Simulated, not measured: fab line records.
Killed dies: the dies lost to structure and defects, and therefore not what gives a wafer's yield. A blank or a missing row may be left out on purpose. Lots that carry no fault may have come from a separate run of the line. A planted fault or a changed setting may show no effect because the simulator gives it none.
fab line records / flow sky130
record: lots: 13 wafers: 39 lastDay: 50
route steps=708 shown VIA3@595 METAL4@599 CAP2M@604 PAD_OPEN@708
lots untouched by any fault: they come from a run of this same line in which no faults occurred
startH: hours from the record's first day to the start of the lot's first wafer shown / waitH: hours elapsed since this lot's preceding step / " unchanged from the row above / L1.1+2: one row covering several wafers at once / - value missing, or start not given / * or withheld: withheld / < > ~ a bound
route shown NAME@n: a module of which the file shows steps, and the number in the route of the first / usual: average and standard deviation across the fault-free wafers / same: alike in all rows / chamber/n: place in a boat / sites: readings site by site / _std_site: standard deviation of those values / _edge_site: the outer-site mean with the inner-site mean subtracted / radiusMm: how far each site lies from the wafer's centre / mask NAME#n: copy n / behind: the tool/chamber that last shaped the wafer / hold: why the lot was held/for how many hours/how that ended / device: transistor that didn't switch, given as n, p or np / end of line: tests of these same wafers at the route's end / where a step has no rows: the recipe by itself / killed: count of dies lost to structure and defects at first sort (not the wafer's yield) / map: a wafer's dies, x killed, . not, _ none there
set.NAME: setting as actually run; set.NAME@STEP: the setting as run at that earlier step / model.NAME: the simulator's own value behind a step, which no gauge read
steps of the route over a sample of lots; a table a step, a row a wafer
services: the hour from which a tool's chamber was out of use, counted from the record's first day as startH (under 0 if before that day), plus the number of hours and why
== steps ==
step: SKY_VIA3_RS_MEAS_22
recipe: thkMeasGauge: four-point-probe reads: W_of_VIA3_CVD_21+TiN_of_VIA3_SPUTTER_20
usual: VIA3_W_RS: 0.2930/0.0028
lot.wafer=L398.2 tool=filmMetro-03 chamber=- startH=928.80 waitH=0.1 VIA3_W_RS[ohm/sq]=0.2921
lot.wafer=L398.3 tool=filmMetro-03 chamber=- startH=928.80 waitH=0.1 VIA3_W_RS[ohm/sq]=0.2924
lot.wafer=L398.6 tool=filmMetro-03 chamber=- startH=928.80 waitH=0.1 VIA3_W_RS[ohm/sq]=0.2940
lot.wafer=L399.3 tool=filmMetro-03 chamber=- startH=936.87 waitH=0.1 VIA3_W_RS[ohm/sq]=0.2944
lot.wafer=L399.5 tool=filmMetro-03 chamber=- startH=936.87 waitH=0.1 VIA3_W_RS[ohm/sq]=0.2945
lot.wafer=L399.6 tool=filmMetro-03 chamber=- startH=936.87 waitH=0.1 VIA3_W_RS[ohm/sq]=0.2950
lot.wafer=L400.1 tool=filmMetro-02 chamber=- startH=945.97 waitH=0.1 VIA3_W_RS[ohm/sq]=0.2899
lot.wafer=L400.3 tool=filmMetro-02 chamber=- startH=945.97 waitH=0.1 VIA3_W_RS[ohm/sq]=0.2878
lot.wafer=L400.4 tool=filmMetro-02 chamber=- startH=945.97 waitH=0.1 VIA3_W_RS[ohm/sq]=0.2930
lot.wafer=L401.2 tool=filmMetro-02 chamber=- startH=955.00 waitH=0.1 VIA3_W_RS[ohm/sq]=0.2911
lot.wafer=L401.4 tool=filmMetro-02 chamber=- startH=955.00 waitH=0.1 VIA3_W_RS[ohm/sq]=0.2901
lot.wafer=L401.6 tool=filmMetro-02 chamber=- startH=955.00 waitH=0.1 VIA3_W_RS[ohm/sq]=0.2910
lot.wafer=L402.3 tool=filmMetro-01 chamber=- startH=959.45 waitH=0.1 VIA3_W_RS[ohm/sq]=0.2924
lot.wafer=L402.4 tool=filmMetro-01 chamber=- startH=959.45 waitH=0.1 VIA3_W_RS[ohm/sq]=0.2943
lot.wafer=L402.5 tool=filmMetro-01 chamber=- startH=959.45 waitH=0.1 VIA3_W_RS[ohm/sq]=0.2929
lot.wafer=L405.2 tool=filmMetro-01 chamber=- startH=973.70 waitH=0.1 VIA3_W_RS[ohm/sq]=0.2893
lot.wafer=L405.3 tool=filmMetro-01 chamber=- startH=973.70 waitH=0.1 VIA3_W_RS[ohm/sq]=0.2907
lot.wafer=L405.6 tool=filmMetro-01 chamber=- startH=973.70 waitH=0.1 VIA3_W_RS[ohm/sq]=0.2881
lot.wafer=L406.2 tool=filmMetro-03 chamber=- startH=986.31 waitH=0.1 VIA3_W_RS[ohm/sq]=0.2943
lot.wafer=L406.3 tool=filmMetro-03 chamber=- startH=986.31 waitH=0.1 VIA3_W_RS[ohm/sq]=0.2925
lot.wafer=L406.5 tool=filmMetro-03 chamber=- startH=986.31 waitH=0.1 VIA3_W_RS[ohm/sq]=0.2945
lot.wafer=L407.2 tool=filmMetro-02 chamber=- startH=990.29 waitH=0.1 VIA3_W_RS[ohm/sq]=0.2900
lot.wafer=L407.3 tool=filmMetro-02 chamber=- startH=990.29 waitH=0.1 VIA3_W_RS[ohm/sq]=0.2917
lot.wafer=L407.4 tool=filmMetro-02 chamber=- startH=990.29 waitH=0.1 VIA3_W_RS[ohm/sq]=0.2928
lot.wafer=L410.3 tool=filmMetro-01 chamber=- startH=1014.81 waitH=0.1 VIA3_W_RS[ohm/sq]=0.2948
lot.wafer=L410.5 tool=filmMetro-01 chamber=- startH=1014.81 waitH=0.1 VIA3_W_RS[ohm/sq]=0.2911
lot.wafer=L410.6 tool=filmMetro-01 chamber=- startH=1014.81 waitH=0.1 VIA3_W_RS[ohm/sq]=0.2928
lot.wafer=L411.1 tool=filmMetro-02 chamber=- startH=1019.24 waitH=0.1 VIA3_W_RS[ohm/sq]=0.2926
lot.wafer=L411.4 tool=filmMetro-02 chamber=- startH=1019.24 waitH=0.1 VIA3_W_RS[ohm/sq]=0.2928
lot.wafer=L411.6 tool=filmMetro-02 chamber=- startH=1019.24 waitH=0.1 VIA3_W_RS[ohm/sq]=0.2920
lot.wafer=L414.1 tool=filmMetro-01 chamber=- startH=1034.47 waitH=0.1 VIA3_W_RS[ohm/sq]=0.2941
lot.wafer=L414.2 tool=filmMetro-01 chamber=- startH=1034.47 waitH=0.1 VIA3_W_RS[ohm/sq]=0.2966
lot.wafer=L414.4 tool=filmMetro-01 chamber=- startH=1034.47 waitH=0.1 VIA3_W_RS[ohm/sq]=0.2947
lot.wafer=L416.2 tool=filmMetro-01 chamber=- startH=1053.18 waitH=0.1 VIA3_W_RS[ohm/sq]=0.2950
lot.wafer=L416.4 tool=filmMetro-01 chamber=- startH=1053.18 waitH=0.1 VIA3_W_RS[ohm/sq]=0.2930
lot.wafer=L416.6 tool=filmMetro-01 chamber=- startH=1053.18 waitH=0.1 VIA3_W_RS[ohm/sq]=0.2964
lot.wafer=L421.2 tool=filmMetro-01 chamber=- startH=1077.36 waitH=0.1 VIA3_W_RS[ohm/sq]=0.2905
lot.wafer=L421.4 tool=filmMetro-01 chamber=- startH=1077.36 waitH=0.1 VIA3_W_RS[ohm/sq]=0.2920
lot.wafer=L421.5 tool=filmMetro-01 chamber=- startH=1077.36 waitH=0.1 VIA3_W_RS[ohm/sq]=0.2955
step: SKY_METAL4_SPUTTER_01
recipe: material: TiN targetThkNm: 20 powerW: 6500 timeS: 16.7 chamberPressurePa: 0.4
usual: cathodeDcPowerW: 6500.0/1.1 throttleValvePct: 29.8/1.1
lot.wafer=L398.2 tool=pvdSputter-02 chamber=- startH=929.29 waitH=0.0 cathodeDcPowerW=6501.0 throttleValvePct=29.3
lot.wafer=L398.3 tool=pvdSputter-02 chamber=- startH=929.29 waitH=0.0 cathodeDcPowerW=6500.6 throttleValvePct=28.4
lot.wafer=L398.6 tool=pvdSputter-02 chamber=- startH=929.29 waitH=0.0 cathodeDcPowerW=6499.3 throttleValvePct=28.6
lot.wafer=L399.3 tool=pvdSputter-04 chamber=- startH=937.34 waitH=0.0 cathodeDcPowerW=6499.7 throttleValvePct=30.6
lot.wafer=L399.5 tool=pvdSputter-04 chamber=- startH=937.34 waitH=0.0 cathodeDcPowerW=6499.1 throttleValvePct=30.4
lot.wafer=L399.6 tool=pvdSputter-04 chamber=- startH=937.34 waitH=0.0 cathodeDcPowerW=6499.9 throttleValvePct=30.2
lot.wafer=L400.1 tool=pvdSputter-02 chamber=- startH=946.48 waitH=0.0 cathodeDcPowerW=6502.0 throttleValvePct=28.1
lot.wafer=L400.3 tool=pvdSputter-02 chamber=- startH=946.48 waitH=0.0 cathodeDcPowerW=6501.6 throttleValvePct=29.8
lot.wafer=L400.4 tool=pvdSputter-02 chamber=- startH=946.48 waitH=0.0 cathodeDcPowerW=6498.7 throttleValvePct=29.3
lot.wafer=L401.2 tool=pvdSputter-01 chamber=- startH=955.48 waitH=0.0 cathodeDcPowerW=6500.4 throttleValvePct=28.3
lot.wafer=L401.4 tool=pvdSputter-01 chamber=- startH=955.48 waitH=0.0 cathodeDcPowerW=6498.4 throttleValvePct=29.7
lot.wafer=L401.6 tool=pvdSputter-01 chamber=- startH=955.48 waitH=0.0 cathodeDcPowerW=6500.1 throttleValvePct=29.9
lot.wafer=L402.3 tool=pvdSputter-02 chamber=- startH=959.91 waitH=0.0 cathodeDcPowerW=6499.0 throttleValvePct=28.6
lot.wafer=L402.4 tool=pvdSputter-02 chamber=- startH=959.91 waitH=0.0 cathodeDcPowerW=6499.8 throttleValvePct=29.3
lot.wafer=L402.5 tool=pvdSputter-02 chamber=- startH=959.91 waitH=0.0 cathodeDcPowerW=6500.9 throttleValvePct=30.1
lot.wafer=L405.2 tool=pvdSputter-01 chamber=- startH=974.19 waitH=0.0 cathodeDcPowerW=6501.3 throttleValvePct=29.7
lot.wafer=L405.3 tool=pvdSputter-01 chamber=- startH=974.19 waitH=0.0 cathodeDcPowerW=6499.0 throttleValvePct=30.7
lot.wafer=L405.6 tool=pvdSputter-01 chamber=- startH=974.19 waitH=0.0 cathodeDcPowerW=6497.6 throttleValvePct=29.9
lot.wafer=L406.2 tool=pvdSputter-01 chamber=- startH=986.80 waitH=0.0 cathodeDcPowerW=6501.0 throttleValvePct=29.9
lot.wafer=L406.3 tool=pvdSputter-01 chamber=- startH=986.80 waitH=0.0 cathodeDcPowerW=6499.2 throttleValvePct=28.4
lot.wafer=L406.5 tool=pvdSputter-01 chamber=- startH=986.80 waitH=0.0 cathodeDcPowerW=6502.2 throttleValvePct=29.3
lot.wafer=L407.2 tool=pvdSputter-04 chamber=- startH=990.77 waitH=0.0 cathodeDcPowerW=6500.3 throttleValvePct=30.5
lot.wafer=L407.3 tool=pvdSputter-04 chamber=- startH=990.77 waitH=0.0 cathodeDcPowerW=6498.9 throttleValvePct=32.7
lot.wafer=L407.4 tool=pvdSputter-04 chamber=- startH=990.77 waitH=0.0 cathodeDcPowerW=6499.7 throttleValvePct=29.6
lot.wafer=L410.3 tool=pvdSputter-04 chamber=- startH=1015.27 waitH=0.0 cathodeDcPowerW=6062.5 throttleValvePct=29.7
lot.wafer=L410.5 tool=pvdSputter-04 chamber=- startH=1015.27 waitH=0.0 cathodeDcPowerW=6062.5 throttleValvePct=32.5
lot.wafer=L410.6 tool=pvdSputter-04 chamber=- startH=1015.27 waitH=0.0 cathodeDcPowerW=6060.8 throttleValvePct=29.5
lot.wafer=L411.1 tool=pvdSputter-02 chamber=- startH=1019.83 waitH=0.0 cathodeDcPowerW=6500.6 throttleValvePct=28.7
lot.wafer=L411.4 tool=pvdSputter-02 chamber=- startH=1019.83 waitH=0.0 cathodeDcPowerW=6500.6 throttleValvePct=29.5
lot.wafer=L411.6 tool=pvdSputter-02 chamber=- startH=1019.83 waitH=0.0 cathodeDcPowerW=6501.9 throttleValvePct=28.7
lot.wafer=L414.1 tool=pvdSputter-04 chamber=- startH=1034.97 waitH=0.0 cathodeDcPowerW=6061.9 throttleValvePct=30.3
lot.wafer=L414.2 tool=pvdSputter-04 chamber=- startH=1034.97 waitH=0.0 cathodeDcPowerW=6058.9 throttleValvePct=32.6
lot.wafer=L414.4 tool=pvdSputter-04 chamber=- startH=1034.97 waitH=0.0 cathodeDcPowerW=6061.5 throttleValvePct=32.3
lot.wafer=L416.2 tool=pvdSputter-02 chamber=- startH=1053.66 waitH=0.0 cathodeDcPowerW=6497.8 throttleValvePct=28.0
lot.wafer=L416.4 tool=pvdSputter-02 chamber=- startH=1053.66 waitH=0.0 cathodeDcPowerW=6500.0 throttleValvePct=29.4
lot.wafer=L416.6 tool=pvdSputter-02 chamber=- startH=1053.66 waitH=0.0 cathodeDcPowerW=6499.3 throttleValvePct=29.9
lot.wafer=L421.2 tool=pvdSputter-01 chamber=- startH=1077.84 waitH=0.0 cathodeDcPowerW=6499.3 throttleValvePct=30.0
lot.wafer=L421.4 tool=pvdSputter-01 chamber=- startH=1077.84 waitH=0.0 cathodeDcPowerW=6501.4 throttleValvePct=28.4
lot.wafer=L421.5 tool=pvdSputter-01 chamber=- startH=1077.84 waitH=0.0 cathodeDcPowerW=6500.3 throttleValvePct=29.6
step: SKY_CAP2M_THK_MEAS_01
recipe: reads: SiO2_of_CAP2M_CVD_00
usual: CAP2M_CVD_00_THK: 15.52/0.19
lot.wafer=L398.2 tool=filmMetro-02 chamber=- startH=929.45 waitH=- CAP2M_CVD_00_THK[nm]=15.48
lot.wafer=L398.3 tool=filmMetro-02 chamber=- startH=929.45 waitH=- CAP2M_CVD_00_THK[nm]=15.32
lot.wafer=L398.6 tool=filmMetro-02 chamber=- startH=929.45 waitH=- CAP2M_CVD_00_THK[nm]=15.67
lot.wafer=L399.3 tool=filmMetro-02 chamber=- startH=937.51 waitH=- CAP2M_CVD_00_THK[nm]=15.44
lot.wafer=L399.5 tool=filmMetro-02 chamber=- startH=937.51 waitH=- CAP2M_CVD_00_THK[nm]=15.45
lot.wafer=L399.6 tool=filmMetro-02 chamber=- startH=937.51 waitH=- CAP2M_CVD_00_THK[nm]=15.65
lot.wafer=L400.1 tool=filmMetro-04 chamber=- startH=946.63 waitH=- CAP2M_CVD_00_THK[nm]=15.38
lot.wafer=L400.3 tool=filmMetro-04 chamber=- startH=946.63 waitH=- CAP2M_CVD_00_THK[nm]=15.27
lot.wafer=L400.4 tool=filmMetro-04 chamber=- startH=946.63 waitH=- CAP2M_CVD_00_THK[nm]=15.47
lot.wafer=L401.2 tool=filmMetro-04 chamber=- startH=955.64 waitH=- CAP2M_CVD_00_THK[nm]=15.36
lot.wafer=L401.4 tool=filmMetro-04 chamber=- startH=955.64 waitH=- CAP2M_CVD_00_THK[nm]=15.50
lot.wafer=L401.6 tool=filmMetro-04 chamber=- startH=955.64 waitH=- CAP2M_CVD_00_THK[nm]=15.67
lot.wafer=L402.3 tool=filmMetro-01 chamber=- startH=960.08 waitH=- CAP2M_CVD_00_THK[nm]=15.33
lot.wafer=L402.4 tool=filmMetro-01 chamber=- startH=960.08 waitH=- CAP2M_CVD_00_THK[nm]=15.58
lot.wafer=L402.5 tool=filmMetro-01 chamber=- startH=960.08 waitH=- CAP2M_CVD_00_THK[nm]=15.58
lot.wafer=L405.2 tool=filmMetro-04 chamber=- startH=974.35 waitH=- CAP2M_CVD_00_THK[nm]=15.30
lot.wafer=L405.3 tool=filmMetro-04 chamber=- startH=974.35 waitH=- CAP2M_CVD_00_THK[nm]=15.15
lot.wafer=L405.6 tool=filmMetro-04 chamber=- startH=974.35 waitH=- CAP2M_CVD_00_THK[nm]=15.52
lot.wafer=L406.2 tool=filmMetro-02 chamber=- startH=986.97 waitH=- CAP2M_CVD_00_THK[nm]=15.59
lot.wafer=L406.3 tool=filmMetro-02 chamber=- startH=986.97 waitH=- CAP2M_CVD_00_THK[nm]=15.45
lot.wafer=L406.5 tool=filmMetro-02 chamber=- startH=986.97 waitH=- CAP2M_CVD_00_THK[nm]=15.71
lot.wafer=L407.2 tool=filmMetro-04 chamber=- startH=990.94 waitH=- CAP2M_CVD_00_THK[nm]=15.46
lot.wafer=L407.3 tool=filmMetro-04 chamber=- startH=990.94 waitH=- CAP2M_CVD_00_THK[nm]=15.34
lot.wafer=L407.4 tool=filmMetro-04 chamber=- startH=990.94 waitH=- CAP2M_CVD_00_THK[nm]=15.54
lot.wafer=L410.3 tool=filmMetro-04 chamber=- startH=1015.44 waitH=- CAP2M_CVD_00_THK[nm]=15.42
lot.wafer=L410.5 tool=filmMetro-04 chamber=- startH=1015.44 waitH=- CAP2M_CVD_00_THK[nm]=15.58
lot.wafer=L410.6 tool=filmMetro-04 chamber=- startH=1015.44 waitH=- CAP2M_CVD_00_THK[nm]=15.47
lot.wafer=L411.1 tool=filmMetro-01 chamber=- startH=1019.99 waitH=- CAP2M_CVD_00_THK[nm]=15.69
lot.wafer=L411.4 tool=filmMetro-01 chamber=- startH=1019.99 waitH=- CAP2M_CVD_00_THK[nm]=15.74
lot.wafer=L411.6 tool=filmMetro-01 chamber=- startH=1019.99 waitH=- CAP2M_CVD_00_THK[nm]=15.78
lot.wafer=L414.1 tool=filmMetro-04 chamber=- startH=1035.12 waitH=- CAP2M_CVD_00_THK[nm]=15.46
lot.wafer=L414.2 tool=filmMetro-04 chamber=- startH=1035.12 waitH=- CAP2M_CVD_00_THK[nm]=15.45
lot.wafer=L414.4 tool=filmMetro-04 chamber=- startH=1035.12 waitH=- CAP2M_CVD_00_THK[nm]=15.81
lot.wafer=L416.2 tool=filmMetro-02 chamber=- startH=1053.83 waitH=- CAP2M_CVD_00_THK[nm]=15.15
lot.wafer=L416.4 tool=filmMetro-02 chamber=- startH=1053.83 waitH=- CAP2M_CVD_00_THK[nm]=15.70
lot.wafer=L416.6 tool=filmMetro-02 chamber=- startH=1053.83 waitH=- CAP2M_CVD_00_THK[nm]=15.36
lot.wafer=L421.2 tool=filmMetro-01 chamber=- startH=1078.00 waitH=- CAP2M_CVD_00_THK[nm]=15.54
lot.wafer=L421.4 tool=filmMetro-01 chamber=- startH=1078.00 waitH=- CAP2M_CVD_00_THK[nm]=15.51
lot.wafer=L421.5 tool=filmMetro-01 chamber=- startH=1078.00 waitH=- CAP2M_CVD_00_THK[nm]=15.52
step: SKY_CAP2M_THK_MEAS_04
recipe: thkMeasGauge: xrf reads: TiN_of_CAP2M_SPUTTER_02
usual: CAP2M_TIN_THK: 195.7/2.3
lot.wafer=L398.2 tool=filmMetro-04 chamber=- startH=929.74 waitH=0.1 CAP2M_TIN_THK[nm]=198.8
lot.wafer=L398.3 tool=filmMetro-04 chamber=- startH=929.74 waitH=0.1 CAP2M_TIN_THK[nm]=197.2
lot.wafer=L398.6 tool=filmMetro-04 chamber=- startH=929.74 waitH=0.1 CAP2M_TIN_THK[nm]=199.1
lot.wafer=L399.3 tool=filmMetro-01 chamber=- startH=937.80 waitH=0.1 CAP2M_TIN_THK[nm]=193.4
lot.wafer=L399.5 tool=filmMetro-01 chamber=- startH=937.80 waitH=0.1 CAP2M_TIN_THK[nm]=193.4
lot.wafer=L399.6 tool=filmMetro-01 chamber=- startH=937.80 waitH=0.1 CAP2M_TIN_THK[nm]=193.3
lot.wafer=L400.1 tool=filmMetro-02 chamber=- startH=946.92 waitH=0.1 CAP2M_TIN_THK[nm]=195.8
lot.wafer=L400.3 tool=filmMetro-02 chamber=- startH=946.92 waitH=0.1 CAP2M_TIN_THK[nm]=197.0
lot.wafer=L400.4 tool=filmMetro-02 chamber=- startH=946.92 waitH=0.1 CAP2M_TIN_THK[nm]=196.7
lot.wafer=L401.2 tool=filmMetro-01 chamber=- startH=955.93 waitH=0.1 CAP2M_TIN_THK[nm]=199.4
lot.wafer=L401.4 tool=filmMetro-01 chamber=- startH=955.93 waitH=0.1 CAP2M_TIN_THK[nm]=200.0
lot.wafer=L401.6 tool=filmMetro-01 chamber=- startH=955.93 waitH=0.1 CAP2M_TIN_THK[nm]=199.4
lot.wafer=L402.3 tool=filmMetro-01 chamber=- startH=960.37 waitH=0.1 CAP2M_TIN_THK[nm]=197.0
lot.wafer=L402.4 tool=filmMetro-01 chamber=- startH=960.37 waitH=0.1 CAP2M_TIN_THK[nm]=197.5
lot.wafer=L402.5 tool=filmMetro-01 chamber=- startH=960.37 waitH=0.1 CAP2M_TIN_THK[nm]=197.2
lot.wafer=L405.2 tool=filmMetro-02 chamber=- startH=974.64 waitH=0.1 CAP2M_TIN_THK[nm]=195.1
lot.wafer=L405.3 tool=filmMetro-02 chamber=- startH=974.64 waitH=0.1 CAP2M_TIN_THK[nm]=193.9
lot.wafer=L405.6 tool=filmMetro-02 chamber=- startH=974.64 waitH=0.1 CAP2M_TIN_THK[nm]=195.1
lot.wafer=L406.2 tool=filmMetro-02 chamber=- startH=987.26 waitH=0.1 CAP2M_TIN_THK[nm]=197.5
lot.wafer=L406.3 tool=filmMetro-02 chamber=- startH=987.26 waitH=0.1 CAP2M_TIN_THK[nm]=197.4
lot.wafer=L406.5 tool=filmMetro-02 chamber=- startH=987.26 waitH=0.1 CAP2M_TIN_THK[nm]=196.3
lot.wafer=L407.2 tool=filmMetro-01 chamber=- startH=991.23 waitH=0.1 CAP2M_TIN_THK[nm]=195.3
lot.wafer=L407.3 tool=filmMetro-01 chamber=- startH=991.23 waitH=0.1 CAP2M_TIN_THK[nm]=195.0
lot.wafer=L407.4 tool=filmMetro-01 chamber=- startH=991.23 waitH=0.1 CAP2M_TIN_THK[nm]=195.9
lot.wafer=L410.3 tool=filmMetro-01 chamber=- startH=1015.73 waitH=0.1 CAP2M_TIN_THK[nm]=195.1
lot.wafer=L410.5 tool=filmMetro-01 chamber=- startH=1015.73 waitH=0.1 CAP2M_TIN_THK[nm]=194.4
lot.wafer=L410.6 tool=filmMetro-01 chamber=- startH=1015.73 waitH=0.1 CAP2M_TIN_THK[nm]=196.9
lot.wafer=L411.1 tool=filmMetro-02 chamber=- startH=1020.28 waitH=0.1 CAP2M_TIN_THK[nm]=192.4
lot.wafer=L411.4 tool=filmMetro-02 chamber=- startH=1020.28 waitH=0.1 CAP2M_TIN_THK[nm]=191.5
lot.wafer=L411.6 tool=filmMetro-02 chamber=- startH=1020.28 waitH=0.1 CAP2M_TIN_THK[nm]=191.6
lot.wafer=L414.1 tool=filmMetro-01 chamber=- startH=1035.41 waitH=0.1 CAP2M_TIN_THK[nm]=196.2
lot.wafer=L414.2 tool=filmMetro-01 chamber=- startH=1035.41 waitH=0.1 CAP2M_TIN_THK[nm]=193.3
lot.wafer=L414.4 tool=filmMetro-01 chamber=- startH=1035.41 waitH=0.1 CAP2M_TIN_THK[nm]=192.7
lot.wafer=L416.2 tool=filmMetro-02 chamber=- startH=1054.12 waitH=0.1 CAP2M_TIN_THK[nm]=196.9
lot.wafer=L416.4 tool=filmMetro-02 chamber=- startH=1054.12 waitH=0.1 CAP2M_TIN_THK[nm]=192.8
lot.wafer=L416.6 tool=filmMetro-02 chamber=- startH=1054.12 waitH=0.1 CAP2M_TIN_THK[nm]=194.4
lot.wafer=L421.2 tool=filmMetro-01 chamber=- startH=1078.29 waitH=0.1 CAP2M_TIN_THK[nm]=194.8
lot.wafer=L421.4 tool=filmMetro-01 chamber=- startH=1078.29 waitH=0.1 CAP2M_TIN_THK[nm]=195.8
lot.wafer=L421.5 tool=filmMetro-01 chamber=- startH=1078.29 waitH=0.1 CAP2M_TIN_THK[nm]=195.5
step: SKY_PAD_OPEN_PROBE_99
usual: defectLimitedYield: 82.6/1.9 killed_at_M0_to_M3: 43/7 killed_at_M4_up: 3.1/2 killedAtContacts: 24/5.3 killedAtFrontEnd: 15/4.2 killedAtOther: 0.4/0.66 killedDies: 86/9.5 killedOpen: 47/7.4 killedShort: 38/6.2 sort_bin_3_pad_short: 0.9/0.44 sort_bin_5_function: 10.2/1.4 sort_bin_6_memory: 6.4/1.1 sortNPass: 406/9.5 sortYieldPct: 82.6/1.9
same: grossDies: 492 killedAtBackSide: 0 sort_bin_4_leakage[%]: 0 sort_bin_8_speed[%]: 0
lot.wafer=L405.2 tool=prober-01 chamber=- startH=1113.99 waitH=0.1 defectLimitedYield[%]=85.2 killed_at_M0_to_M3=34 killed_at_M4_up=6 killedAtContacts=26 killedAtFrontEnd=6 killedAtOther=1 killedDies=73 killedOpen=44 killedShort=29 sort_bin_3_pad_short[%]=0 sort_bin_5_function[%]=7.1 sort_bin_6_memory[%]=7.7 sortNPass=419 sortYieldPct[%]=85.2
lot.wafer=L405.3 tool=prober-01 chamber=- startH=1114.04 waitH=0.2 defectLimitedYield[%]=85.4 killed_at_M0_to_M3=34 killed_at_M4_up=3 killedAtContacts=19 killedAtFrontEnd=16 killedAtOther=0 killedDies=72 killedOpen=31 killedShort=40 sort_bin_3_pad_short[%]=1.8 sort_bin_5_function[%]=6.9 sort_bin_6_memory[%]=5.9 sortNPass=420 sortYieldPct[%]=85.4
lot.wafer=L405.6 tool=prober-01 chamber=- startH=1114.19 waitH=0.2 defectLimitedYield[%]=81.3 killed_at_M0_to_M3=45 killed_at_M4_up=4 killedAtContacts=27 killedAtFrontEnd=16 killedAtOther=0 killedDies=92 killedOpen=61 killedShort=31 sort_bin_3_pad_short[%]=1.6 sort_bin_5_function[%]=10.0 sort_bin_6_memory[%]=7.1 sortNPass=400 sortYieldPct[%]=81.3
killed by level:class
L405.2 CONTACT:geometricParticle:open=13 VIA1:geometricParticle:open=10 METAL2:geometricParticle:short=7 LI_CONTACT:geometricParticle:open=5 METAL4:geometricParticle:short=5 CONTACT:geometricParticle:short=4 VIA3:geometricParticle:open=4 LI_CONTACT:geometricParticle:short=3
L405.3 FIELD_ISO:geometricParticle:short=6 CONTACT:geometricParticle:open=6 VIA1:geometricParticle:open=6 METAL2:geometricParticle:short=6 VIA3:geometricParticle:open=5 LOCAL_INTERCONNECT:geometricParticle:short=4 VIA1:geometricParticle:short=4 VIA2:geometricParticle:open=4
L405.6 VIA1:geometricParticle:open=11 LI_CONTACT:geometricParticle:open=10 CONTACT:geometricParticle:open=9 VIA2:geometricParticle:open=7 FIELD_ISO:geometricParticle:open=5 VIA3:geometricParticle:open=5 VIA1:geometricParticle:short=5 POLY_GATE:geometricParticle:short=4
== services ==
tool=pvdSputter-01 chamber=- startH=948.20 hours=2.6 kind=repair
tool=pvdSputter-02 chamber=- startH=957.48 hours=0.6 kind=repair
tool=pvdSputter-02 chamber=- startH=979.97 hours=1.3 kind=repair
tool=pvdSputter-04 chamber=- startH=994.29 hours=6.0 kind=repair
== key ==
firstSign: step: SKY_METAL4_SPUTTER_01 reading: cathodeDcPowerW direction: down sigmas: 99+ usual: 6500.0 struck: 6061.3
effect none on later readings
metAt SKY_METAL4_SPUTTER_01
struckLots L410,L414
notActingAt SKY_VIA3_RS_MEAS_22,SKY_CAP2M_THK_MEAS_01,SKY_CAP2M_THK_MEAS_04
onsetBetween 990.77 1015.27
fault: kind: processParameterDrift tool: pvdSputter-04 chamber: - onsetH: 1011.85 steps: SKY_METAL4_SPUTTER_01 channel: powerW offset: * shape: step endH: 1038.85 actsIn: * stated: *
